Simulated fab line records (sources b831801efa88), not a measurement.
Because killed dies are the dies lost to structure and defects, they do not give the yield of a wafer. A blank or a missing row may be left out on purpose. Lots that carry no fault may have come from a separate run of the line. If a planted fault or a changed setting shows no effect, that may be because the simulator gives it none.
Which of the tools did it?	flow sky130	24 lots with 72 wafers sampled at 5 steps, on a route of 708 steps

== WHAT EACH GAUGE READ, for each wafer ==
SKY_METAL3_CD_MEAS_13: target cd 300 nm. Usual: 300.3 nm for cd_nm, sd 1.2.
lot	measured	on	cd_nm (nm)	flag
L074	day 38 17:05	cd_sem-02	300.7 301.4 299.6	
L075	day 38 17:25	cd_sem-01	301.5 301.5 300.5	
L076	day 39 14:02	cd_sem-01	300.0 299.7 299.5	
L077	day 39 15:52	cd_sem-01	298.5 300.4 300.8	
L079	day 39 17:02	cd_sem-02	299.3 299.3 300.1	
L078	day 39 18:59	cd_sem-01	302.1 302.7 301.8	
L080	day 40 15:26	cd_sem-02	299.6 300.7 299.4	
L081	day 40 23:32	cd_sem-01	299.1 299.7 298.7	
L082	day 41 03:10	cd_sem-01	300.1 299.2 299.7	
L083	day 41 02:49	cd_sem-02	301.8 301.7 302.8	
L085	day 41 03:35	cd_sem-02	301.4 301.0 301.2	
L084	day 41 14:51	cd_sem-02	300.3 300.2 301.2	
L086	day 42 06:44	cd_sem-02	299.3 298.9 298.2	
L087	day 42 13:56	cd_sem-02	300.8 300.5 301.4	
L088	day 43 02:18	cd_sem-01	298.4 299.4 298.7	
L090	day 43 05:38	cd_sem-02	299.3 299.5 300.3	
L089	day 43 07:46	cd_sem-01	300.7 301.3 300.8	
L091	day 43 12:14	cd_sem-01	299.0 299.4 299.5	
L092	day 43 14:05	cd_sem-02	302.4 300.2 301.3	
L093	day 44 14:28	cd_sem-01	298.1 297.6 297.8	
L095	day 44 15:31	cd_sem-02	300.3 300.1 300.0	
L094	day 44 17:40	cd_sem-01	301.0 301.1 300.3	
L096	day 44 22:08	cd_sem-01	300.0 299.9 299.0	
L097	day 45 00:03	cd_sem-02	301.5 302.4 301.7	

SKY_VIA3_OVL_MEAS_13. Usual: VIA3_OVL typically reads 0 nm, with standard deviation 7.
lot	measured	on	VIA3_OVL (nm)	flag
L074	day 39 20:06	overlay-01	-12 -6 -8	
L075	day 39 20:28	overlay-02	-4 -7 -14	
L076	day 40 16:25	overlay-01	3 10 8	
L077	day 40 18:32	overlay-01	-1 -11 -6	
L079	day 40 19:30	overlay-01	-4 12 3	
L078	day 40 21:18	overlay-01	-6 -4 -13	
L080	day 41 17:30	overlay-02	7 9 11	
L081	day 42 01:06	overlay-01	17 2 18	
L082	day 42 05:29	overlay-01	-9 -6 -8	
L083	day 42 04:47	overlay-02	7 5 5	
L085	day 42 05:08	overlay-01	2 10 2	
L084	day 42 16:39	overlay-01	6 -2 9	
L086	day 43 07:58	overlay-01	-3 4 0	
L087	day 43 14:50	overlay-02	1 -6 -1	
L088	day 44 02:19	overlay-01	-4 0 2	
L090	day 44 05:56	overlay-01	-4 5 12	
L089	day 44 08:01	overlay-02	10 7 8	
L091	day 44 13:44	overlay-02	11 -2 4	
L092	day 44 14:57	overlay-02	1 4 -3	
L093	day 45 13:11	overlay-01	6 2 10	
L095	day 45 14:47	overlay-01	-4 -6 -6	
L094	day 45 17:18	overlay-02	-5 -7 -7	
L096	day 45 21:24	overlay-02	-11 -15 -11	
L097	day 45 23:45	overlay-01	5 8 1	

== TOOL THAT RAN EACH LOT (tool first, then ch and the chambers of the sampled wafers, then the start) ==
lot	SKY_VIA2_CMP_24	SKY_METAL3_SPUTTER_01	SKY_METAL3_ETCH_16
L074	cmp-01 ch 0,2,3, day 36 11:40	pvd_sputter-04, day 36 11:53	rie_metal-02 ch 1, day 38 17:16
L075	cmp-01 ch 0,1,2, day 36 13:11	pvd_sputter-02, day 36 13:25	rie_metal-01 ch 0,1, day 38 17:35
L076	cmp-01 ch 0,2,3, day 37 07:32	pvd_sputter-04, day 37 07:43	rie_metal-03 ch 0,1, day 39 14:11
L077	cmp-02 ch 0,1, day 37 09:41	pvd_sputter-01, day 37 10:01	rie_metal-03 ch 0,1, day 39 16:04
L079	cmp-02 ch 0,1,2, day 37 10:42	pvd_sputter-01, day 37 10:59	rie_metal-03 ch 0,1, day 39 17:13
L078	cmp-01 ch 0,1,3, day 37 15:57	pvd_sputter-04, day 37 16:07	rie_metal-01 ch 0,1, day 39 19:10
L080	cmp-01 ch 2,3, day 38 13:51	pvd_sputter-01, day 38 14:10	rie_metal-01 ch 0,1, day 40 15:37
L081	cmp-01 ch 0,3, day 38 20:09	pvd_sputter-02, day 38 20:28	rie_metal-02 ch 0,1, day 40 23:43
L082	cmp-01 ch 2,3, day 38 23:53	pvd_sputter-01, day 39 00:10	rie_metal-01 ch 0,1, day 41 03:22
L083	cmp-02 ch 0,1,3, day 39 00:23	pvd_sputter-04, day 39 00:37	rie_metal-03 ch 1, day 41 03:01
L085	cmp-02 ch 0,1,2, day 39 00:39	pvd_sputter-02, day 39 00:55	rie_metal-02 ch 1, day 41 03:46
L084	cmp-01 ch 1,2, day 39 14:06	pvd_sputter-02, day 39 14:22	rie_metal-01 ch 0,1, day 41 15:01
L086	cmp-01 ch 0,1,3, day 40 05:11	pvd_sputter-02, day 40 05:25	rie_metal-01 ch 0,1, day 42 06:53
L087	cmp-02 ch 1,3, day 40 13:31	pvd_sputter-04, day 40 13:50	rie_metal-03 ch 0,1, day 42 14:07
L088	cmp-01 ch 0,2,3, day 41 03:10	pvd_sputter-01, day 41 03:24	rie_metal-03 ch 0,1, day 43 02:28
L090	cmp-01 ch 0,1,3, day 41 06:30	pvd_sputter-04, day 41 06:49	rie_metal-03 ch 0,1, day 43 05:49
L089	cmp-02 ch 2,3, day 41 08:24	pvd_sputter-01, day 41 08:43	rie_metal-01 ch 0,1, day 43 07:56
L091	cmp-01 ch 1,2, day 41 12:41	pvd_sputter-04, day 41 12:59	rie_metal-01 ch 0,1, day 43 12:23
L092	cmp-01 ch 1,2,3, day 41 13:53	pvd_sputter-04, day 41 14:06	rie_metal-03 ch 0,1, day 43 14:16
L093	cmp-02 ch 1,2,3, day 42 14:44	pvd_sputter-01, day 42 15:03	rie_metal-02 ch 0,1, day 44 14:40
L095	cmp-02 ch 0,1,2, day 42 18:00	pvd_sputter-04, day 42 18:13	rie_metal-03 ch 0,1, day 44 15:43
L094	cmp-02 ch 1,3, day 42 18:48	pvd_sputter-01, day 42 19:07	rie_metal-01 ch 0,1, day 44 17:52
L096	cmp-02 ch 0,2,3, day 42 23:25	pvd_sputter-01, day 42 23:41	rie_metal-01 ch 0,1, day 44 22:19
L097	cmp-02 ch 0,1,3, day 43 00:52	pvd_sputter-04, day 43 01:11	rie_metal-02 ch 0,1, day 45 00:13
- SKY_VIA2_CMP_24: polishes, stops on SiO2, t overpolish 20 s, target thk 0 nm.
- SKY_METAL3_SPUTTER_01: material TiN, target thk 20 nm, time 16.7 s.
- SKY_METAL3_ETCH_16: etches BARC in N2/H2, stops on SiO2, time 88.2 s, target depth 60 nm.

== AS READ BY THE TOOLS THEMSELVES (means over the sampled wafers that have a number; for cases with no such wafer, the mark the record gives instead) ==
SKY_VIA2_CMP_24. Usual: motor_current_A 11.4 A, standard deviation 1; overpolish_run_s 20.000 s, standard deviation 0.0082; time_to_endpoint_s 103 s, standard deviation 4.5.
lot	tool	motor_current_A (A)	overpolish_run_s (s)	time_to_endpoint_s (s)	flag
L074	cmp-01	12.5	19.988	95	
L075	cmp-01	11.5	19.999	101	
L076	cmp-01	12.0	20.004	106	
L077	cmp-02	12.0	19.996	101	
L079	cmp-02	11.8	20.007	105	
L078	cmp-01	11.2	19.996	103	
L080	cmp-01	12.0	20.001	101	
L081	cmp-01	11.7	20.005	107	
L082	cmp-01	11.9	20.001	105	
L083	cmp-02	10.8	20.011	101	
L085	cmp-02	11.5	20.004	103	
L084	cmp-01	11.8	19.997	106	
L086	cmp-01	11.4	20.007	108	
L087	cmp-02	10.4	19.994	105	
L088	cmp-01	11.7	19.994	101	
L090	cmp-01	11.6	19.999	107	
L089	cmp-02	10.1	19.999	102	
L091	cmp-01	11.9	20.005	101	
L092	cmp-01	11.6	20.000	99	
L093	cmp-02	11.3	19.991	105	
L095	cmp-02	11.6	20.000	104	
L094	cmp-02	11.1	19.998	103	
L096	cmp-02	10.6	20.008	103	
L097	cmp-02	11.0	20.000	106	

SKY_METAL3_SPUTTER_01. Usual: cathode_dc_power_W 6500.0 W, standard deviation 1.1; chamber_pressure_pa 0.4000 Pa, standard deviation 0.00081; throttle_valve_pct 29.9 %, standard deviation 1.3.
lot	tool	cathode_dc_power_W (W)	chamber_pressure_pa (Pa)	throttle_valve_pct (%)	flag
L074	pvd_sputter-04	6500.3	0.4005	29.1	
L075	pvd_sputter-02	6501.1	0.3996	30.4	
L076	pvd_sputter-04	6499.7	0.4004	29.9	
L077	pvd_sputter-01	6501.1	0.3998	29.0	
L079	pvd_sputter-01	6499.6	0.4005	30.8	
L078	pvd_sputter-04	6500.4	0.3994	30.1	
L080	pvd_sputter-01	6499.5	0.3996	29.2	
L081	pvd_sputter-02	6499.4	0.3996	30.1	
L082	pvd_sputter-01	6499.1	0.3994	31.4	
L083	pvd_sputter-04	6500.1	0.4008	29.0	
L085	pvd_sputter-02	6499.1	0.4003	30.9	
L084	pvd_sputter-02	6499.5	0.4001	30.5	
L086	pvd_sputter-02	6499.0	0.3991	30.5	
L087	pvd_sputter-04	6499.3	0.4002	29.6	
L088	pvd_sputter-01	6500.0	0.4001	29.6	
L090	pvd_sputter-04	6500.4	0.4007	29.6	
L089	pvd_sputter-01	6499.7	0.3992	29.2	
L091	pvd_sputter-04	6500.6	0.4004	29.6	
L092	pvd_sputter-04	6500.5	0.4002	29.3	
L093	pvd_sputter-01	6499.3	0.3998	31.5	
L095	pvd_sputter-04	6499.1	0.4000	29.4	
L094	pvd_sputter-01	6499.2	0.3997	29.8	
L096	pvd_sputter-01	6500.4	0.3993	30.7	
L097	pvd_sputter-04	6499.5	0.3995	29.0	

SKY_METAL3_ETCH_16. Usual: chamber_pressure_mTorr 29.998 mTorr, standard deviation 0.026; drypump_motor_current_A 5.8 A, standard deviation 0.45; oes_product_au 0.626 a.u., standard deviation 0.0048; rf_fwd_power_W 497.1 W, standard deviation 1.6; throttle_valve_pct 13.204 %, standard deviation 0.0093.
lot	tool	chamber_pressure_mTorr (mTorr)	drypump_motor_current_A (A)	oes_product_au (a.u.)	rf_fwd_power_W (W)	throttle_valve_pct (%)	flag
L074	rie_metal-02	29.994	5.8	0.626	497.4	13.214	
L075	rie_metal-01	29.998	5.8	0.629	498.6	13.193	
L076	rie_metal-03	29.996	5.4	0.624	494.2	13.216	
L077	rie_metal-03	29.976	5.4	0.629	496.5	13.207	
L079	rie_metal-03	29.995	5.7	0.627	496.1	13.199	
L078	rie_metal-01	29.988	5.8	0.627	496.8	13.199	
L080	rie_metal-01	29.997	5.8	0.627	499.2	13.200	
L081	rie_metal-02	30.029	6.4	0.627	498.8	13.207	
L082	rie_metal-01	30.011	5.8	0.621	497.3	13.203	
L083	rie_metal-03	29.977	6.0	0.630	498.2	13.202	
L085	rie_metal-02	30.016	5.8	0.623	495.8	13.208	
L084	rie_metal-01	29.985	5.8	0.626	498.9	13.202	
L086	rie_metal-01	30.003	5.8	0.626	499.1	13.204	
L087	rie_metal-03	30.014	5.4	0.625	496.2	13.204	
L088	rie_metal-03	30.007	5.4	0.626	497.6	13.211	
L090	rie_metal-03	30.014	5.7	0.626	496.6	13.193	
L089	rie_metal-01	29.993	5.8	0.624	497.5	13.209	
L091	rie_metal-01	29.997	5.8	0.621	496.7	13.212	
L092	rie_metal-03	30.017	5.7	0.628	495.7	13.198	
L093	rie_metal-02	29.975	6.1	0.629	496.2	13.205	
L095	rie_metal-03	30.004	5.4	0.626	495.0	13.208	
L094	rie_metal-01	29.995	5.8	0.624	499.2	13.207	
L096	rie_metal-01	29.965	5.8	0.630	497.1	13.201	
L097	rie_metal-02	29.982	6.4	0.629	497.2	13.212	

== THE ANSWER, worked out from the rows above alone ==
Rule: a lot counts as off when the mean over its wafers that have a number is more than 3 standard deviations away from the usual mean. A lot without any number at a reading at which 4 lots or more have one is off too. All remaining lots with rows at the step are treated as sound. The gauges are gone through in route order, then the tools' own readings, and for those a lot's mean is taken as printed above. At the first step where some lot is off, the reading lying furthest off is the one used; lots without a number count as furthest.
No lot is off on any of the readings shown, so nothing can be concluded from this.

== WHAT THE SIMULATOR HAD PUT IN ==
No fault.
